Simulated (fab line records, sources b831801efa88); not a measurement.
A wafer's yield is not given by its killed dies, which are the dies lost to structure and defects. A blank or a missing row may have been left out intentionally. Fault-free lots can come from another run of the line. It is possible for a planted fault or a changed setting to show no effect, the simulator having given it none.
Which of the tools did it? + flow sky130 + 42 wafers from 14 lots sampled at 2 of the route's 708 steps

## WHAT EACH GAUGE READ, for each wafer
Not one reading of a measure or inspect step in the record can be checked against a usual standard deviation.

## WHAT TOOL EACH LOT RAN ON (gives the tool, then ch and the chambers of the sampled wafers, and finally the start)
| lot  | SKY_METAL4_DEVELOP_12             | SKY_PAD_OPEN_PROBE_99   |
|------|-----------------------------------|-------------------------|
| L140 | litho-track-03 ch 0, day 41 20:00 | prober-02, day 45 19:46 |
| L141 | litho-track-01 ch 0, day 42 06:00 | prober-01, day 46 04:04 |
| L146 | litho-track-03 ch 0, day 43 23:00 | prober-02, day 47 17:00 |
| L147 | litho-track-03 ch 0, day 44 05:00 | prober-01, day 47 22:54 |
| L148 | litho-track-04 ch 0, day 44 06:00 | prober-02, day 47 23:48 |
| L149 | litho-track-04 ch 0, day 44 12:00 | prober-01, day 48 04:57 |
| L150 | litho-track-03 ch 0, day 44 19:00 | prober-02, day 48 10:30 |
| L151 | litho-track-04 ch 0, day 45 02:00 | prober-01, day 48 16:58 |
| L153 | litho-track-01 ch 0, day 45 18:00 | prober-01, day 49 07:07 |
| L154 | litho-track-04 ch 0, day 45 20:00 | prober-02, day 49 08:34 |
| L156 | litho-track-03 ch 0, day 46 10:00 | prober-02, day 49 20:49 |
| L159 | litho-track-01 ch 0, day 47 09:00 | prober-01, day 50 14:55 |
| L161 | litho-track-03 ch 0, day 47 14:00 | prober-01, day 50 17:58 |
| L162 | litho-track-03 ch 0, day 47 18:00 | prober-02, day 50 21:50 |
- SKY_METAL4_DEVELOP_12: develop time 60 s.
- SKY_PAD_OPEN_PROBE_99

## AS READ BY THE TOOLS THEMSELVES (means over the sampled wafers that have a number; for cases with no such wafer, the mark the record gives instead)
SKY_METAL4_DEVELOP_12.
| lot  | tool           | chill-plate-temp-C (C) | developer-temp-C (C) |
|------|----------------|------------------------|----------------------|
| L140 | litho-track-03 | 22.94                  | 20.89                |
| L141 | litho-track-01 | 22.90                  | 21.09                |
| L146 | litho-track-03 | 23.07                  | 20.94                |
| L147 | litho-track-03 | 23.06                  | 21.02                |
| L148 | litho-track-04 | 22.99                  | 20.96                |
| L149 | litho-track-04 | 22.97                  | 21.04                |
| L150 | litho-track-03 | 23.08                  | 20.89                |
| L151 | litho-track-04 | 23.00                  | 20.86                |
| L153 | litho-track-01 | 23.08                  | 21.20                |
| L154 | litho-track-04 | 22.96                  | 20.86                |
| L156 | litho-track-03 | 23.14                  | 20.77                |
| L159 | litho-track-01 | 22.99                  | 21.00                |
| L161 | litho-track-03 | 23.14                  | 21.65                |
| L162 | litho-track-03 | 22.93                  | 21.66                |

SKY_PAD_OPEN_PROBE_99.
| lot  | tool      | defect-limited-yield (%) | killed_at_M0_to_M3 | killed_at_M4_up | killed-at-contacts | killed-at-front-end | killed-at-other | killed-dies | killed-on-rim | killed-open | killed-short | sort_bin_3_pad_short (%) | sort_bin_5_function (%) | sort_bin_6_memory (%) | sort-n-pass | sort-yield-pct (%) |
|------|-----------|--------------------------|--------------------|-----------------|--------------------|---------------------|-----------------|-------------|---------------|-------------|--------------|--------------------------|-------------------------|-----------------------|-------------|--------------------|
| L140 | prober-02 | 82.7                     | 40                 | 3.0             | 23                 | 18                  | 0.3             | 85          | 18            | 42          | 43           | 0.9                      | 9.8                     | 6.5                   | 407         | 82.7               |
| L141 | prober-01 | 81.4                     | 45                 | 4.3             | 24                 | 19                  | 0.3             | 92          | 19            | 50          | 39           | 0.5                      | 10.9                    | 7.2                   | 400         | 81.4               |
| L146 | prober-02 | 84.2                     | 41                 | 1.7             | 19                 | 16                  | 0.0             | 78          | 15            | 43          | 35           | 1.3                      | 8.7                     | 5.8                   | 414         | 84.2               |
| L147 | prober-01 | 81.8                     | 46                 | 4.7             | 27                 | 12                  | 0.0             | 90          | 19            | 52          | 37           | 0.4                      | 11.6                    | 6.2                   | 402         | 81.8               |
| L148 | prober-02 | 81.2                     | 53                 | 4.3             | 25                 | 10                  | 0.0             | 92          | 19            | 53          | 38           | 1.4                      | 10.3                    | 7.0                   | 400         | 81.2               |
| L149 | prober-01 | 84.1                     | 44                 | 2.7             | 19                 | 12                  | 0.3             | 78          | 14            | 41          | 37           | 1.0                      | 9.1                     | 5.8                   | 414         | 84.1               |
| L150 | prober-02 | 81.9                     | 45                 | 4.0             | 25                 | 14                  | 0.7             | 89          | 16            | 46          | 43           | 0.9                      | 11.3                    | 5.8                   | 403         | 81.9               |
| L151 | prober-01 | 82.9                     | 36                 | 2.0             | 29                 | 18                  | 0.0             | 84          | 15            | 47          | 37           | 1.1                      | 9.5                     | 6.5                   | 408         | 82.9               |
| L153 | prober-01 | 84.0                     | 39                 | 4.0             | 18                 | 17                  | 1.0             | 79          | 14            | 37          | 41           | 0.8                      | 9.1                     | 6.1                   | 413         | 84.0               |
| L154 | prober-02 | 82.3                     | 47                 | 3.0             | 24                 | 12                  | 0.0             | 87          | 21            | 47          | 40           | 1.1                      | 10.3                    | 6.3                   | 405         | 82.3               |
| L156 | prober-02 | 83.9                     | 33                 | 3.0             | 25                 | 17                  | 1.0             | 79          | 13            | 42          | 37           | 0.5                      | 9.4                     | 6.2                   | 413         | 83.9               |
| L159 | prober-01 | 82.7                     | 42                 | 3.0             | 21                 | 18                  | 0.3             | 85          | 18            | 44          | 40           | 1.0                      | 9.8                     | 6.4                   | 407         | 82.7               |
| L161 | prober-01 | 83.4                     | 44                 | 3.3             | 24                 | 11                  | 0.0             | 82          | 17            | 41          | 41           | 1.1                      | 8.7                     | 6.7                   | 410         | 83.4               |
| L162 | prober-02 | 82.5                     | 44                 | 2.0             | 25                 | 15                  | 0.3             | 86          | 17            | 46          | 40           | 1.1                      | 10.3                    | 6.1                   | 406         | 82.5               |

## THE ANSWER, worked out from the rows above alone
Rule: the usual values come from the lots themselves. Put in order of their means at a reading, lots are off if they are a third of the lots or fewer, leave a main group of 4 or more, and stand apart from it by a gap of 3 or more times the standard deviation of the main group's means; of several such gaps the widest counts. If all means in a main group match to the digits the tables above print for the reading, that group is not used. A lot without any number at a reading at which 4 lots or more have one is off too. All remaining lots with rows at the step are treated as sound. After the gauges, taken in route order, come the tools' own readings; for these a lot's mean is taken, as printed above. At the first step where some lot is off, the reading lying furthest off is the one used; lots without a number count as furthest.
Off, at SKY_METAL4_DEVELOP_12 on developer-temp-C: L161, L162. Main group: mean 20.96 C, sd 0.11.
If a tool, at that step or one of the process steps before it, ran each lot that is off and ran no sound lot following the first of them, it fits. One candidate fits, namely litho-track-03 at SKY_METAL4_DEVELOP_12. A fault onset in the window from L156 (day 46 10:00, its last sound lot) to L161 (day 47 14:00, its first lot off) fits.
The tool's own readings at SKY_METAL4_DEVELOP_12 bear it out: on the lots that are off they differ by more than 5 times the standard deviation of the sound lots' means. developer-temp-C reads 21.66 C there against 20.96 C on the sound lots.

## WHAT THE SIMULATOR HAD PUT IN
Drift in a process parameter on litho-track-03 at SKY_METAL4_DEVELOP_12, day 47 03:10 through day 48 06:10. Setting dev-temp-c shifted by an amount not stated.
Struck lots among those shown: L161, L162. The rule above reached the same finding.
